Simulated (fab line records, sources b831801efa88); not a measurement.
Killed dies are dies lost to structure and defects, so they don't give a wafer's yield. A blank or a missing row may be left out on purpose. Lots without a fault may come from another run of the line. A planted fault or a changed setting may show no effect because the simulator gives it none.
A struck lot beside a sound one | flow sky130 | 15 steps out of a route of 708
Sound: wafers L382.1, L382.4, L382.6. Struck: wafers L377.1, L377.3, L377.5. The cause comes at the end.
At each step with rows: each side's tool, then ch and its chambers, then its first start. Under that, the readings that differ: sound wafers | struck wafers | difference of the means | sigmas: that difference in standard deviations of wafers without a fault.
alike: readings whose means differ by less than 2 such deviations, and words and numbers that are the same on both sides. not compared: withheld readings, readings that some wafer has no value for, bounds like >300 that may hide the same value, and numbers for which the record gives no deviation and whose values overlap.
The two part at a step that has a row with sigmas, a row that says differs or no value, or rows on one side only. Numbers that don't overlap but have no deviation are shown without sigmas and don't part them. A reading that every wafer of one side lacks parts them only if that side has two wafers or more.

first, 3 steps without rows for these wafers: SKY_SD_P_EXPOSE_04 (exposes mask PSDM, target cd 380 nm); SKY_SD_P_PEB_05; SKY_SD_P_DEVELOP_06 (develop time 60 s).
SKY_SD_P_CD_MEAS_07: target cd 380 nm.
  sound on cd_sem-02, day 30 11:16; struck on cd_sem-02, day 29 08:10
  reading    | sound             | struck            | difference | sigmas
  cd_nm (nm) | 379.8 379.8 382.2 | 376.1 374.3 376.2 | -5.1       | -2
SKY_SD_P_OVL_MEAS_08:
  sound on overlay-01, day 30 11:23; struck on overlay-01, day 29 08:17
  alike: SD_P_OVL
then, 1 step without rows for these wafers: SKY_SD_P_IMPLANT_09.
SKY_SD_P_STRIP_10: strips in O2/N2.
  sound on plasma_asher-04 ch 0,1, day 30 11:34; struck on plasma_asher-04 ch 0,1, day 29 08:28
  alike: drypump_motor_current_A, oes_product_au, strip_time_to_endpoint_s
  not compared: rf_hours_counter_h
SKY_SD_P_TW_MEAS_11:
  sound on film_metro-02, day 30 11:40; struck on film_metro-04, day 29 08:34
  reading | sound          | struck         | difference | sigmas
  SD_P_TW | 2783 2789 2789 | 2850 2864 2859 | +71        | +2
then, 4 steps without rows for these wafers: SKY_RES_XHIGH_DEHYDRATE_00 (time 60 s); SKY_RES_XHIGH_HMDS_01 (prime time 60 s); SKY_RES_XHIGH_COAT_02 (resist thk 1140 nm); SKY_RES_XHIGH_SOFTBAKE_03 (time 60 s).
SKY_RES_XHIGH_EXPOSE_04: exposes mask URPM, target cd 1270 nm.
  sound on iline_stepper-01 ch 0, day 31 01:59; struck on iline_stepper-02 ch 0, day 29 23:01
  reading                           | sound             | struck               | difference | sigmas
  model.RES_XHIGH.overlay_x_nm (nm) | 1.208 1.208 1.208 | -100.6 -100.6 -100.6 | -101.8     |
  alike: mask
then, 1 step without rows for these wafers: SKY_RES_XHIGH_PEB_05.
-- the record jumps here: 19 days lie between the struck wafers' starts before and after (it left off in module RES_XHIGH and takes up again in module PAD_OPEN, whose first step shown is number 708 of the route) --
SKY_PAD_OPEN_PROBE_99:
  sound on prober-02, day 49 08:16; struck on prober-02, day 48 15:38
  alike: killed_at_M0_to_M3, killed_at_M4_up, killed_at_contacts, killed_at_front_end, killed_at_other, killed_dies, killed_open, killed_short

WHERE THEY PART
First at SKY_SD_P_CD_MEAS_07; last, within this record, at SKY_SD_P_TW_MEAS_11. Later steps at which nothing parts them and some readings are alike: SKY_RES_XHIGH_EXPOSE_04, SKY_PAD_OPEN_PROBE_99.

WHY: what the simulator had put in
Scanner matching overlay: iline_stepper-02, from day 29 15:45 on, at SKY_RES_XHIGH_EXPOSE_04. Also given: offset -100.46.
